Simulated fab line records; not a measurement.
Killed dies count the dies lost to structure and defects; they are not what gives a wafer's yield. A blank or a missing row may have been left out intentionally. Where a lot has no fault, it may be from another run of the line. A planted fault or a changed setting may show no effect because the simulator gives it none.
What tool caused it?    flow sky130    route of 708 steps, sampled at 1 step: 7 lots, 21 wafers

WHAT THE GAUGES SHOWED, per wafer
SKY_FIELD_ISO_BOW_MEAS_00.
lot   measured     on            INCOMING_BOW (um)
L573  day 1 15:01  filmMetro-01  9 -2 10
L575  day 2 01:01  filmMetro-04  3 8 -1
L579  day 2 21:00  filmMetro-04  9 2 8
L581  day 3 07:01  filmMetro-03  -5 4 17
L590  day 5 04:00  filmMetro-03  5 -2 -3
L592  day 5 14:01  filmMetro-01  -1 4 4
L594  day 6 00:04  filmMetro-01  -6 5 -1

WHICH TOOL RAN EACH LOT (tool, then ch and the chambers of the sampled wafers, then the start)
The record shows no process step preceding these readings.

THE ANSWER, worked out from the rows above alone
Rule: usual is defined by the lots themselves. Put in order of their means at a reading, lots are off if they are a third of the lots or fewer, leave a main group of 4 or more, and stand apart from it by a gap of 3 or more times the standard deviation of the main group's means; of several such gaps the widest counts. Not used: any main group whose means are identical at the precision the tables above print for the reading. Also off: a lot with no number at a reading for which 4 or more lots have one. Any other lot the step has rows for is counted as sound.
None of the lots is off at any reading shown; this tells nothing.

WHAT HAD BEEN PUT IN BY THE SIMULATOR
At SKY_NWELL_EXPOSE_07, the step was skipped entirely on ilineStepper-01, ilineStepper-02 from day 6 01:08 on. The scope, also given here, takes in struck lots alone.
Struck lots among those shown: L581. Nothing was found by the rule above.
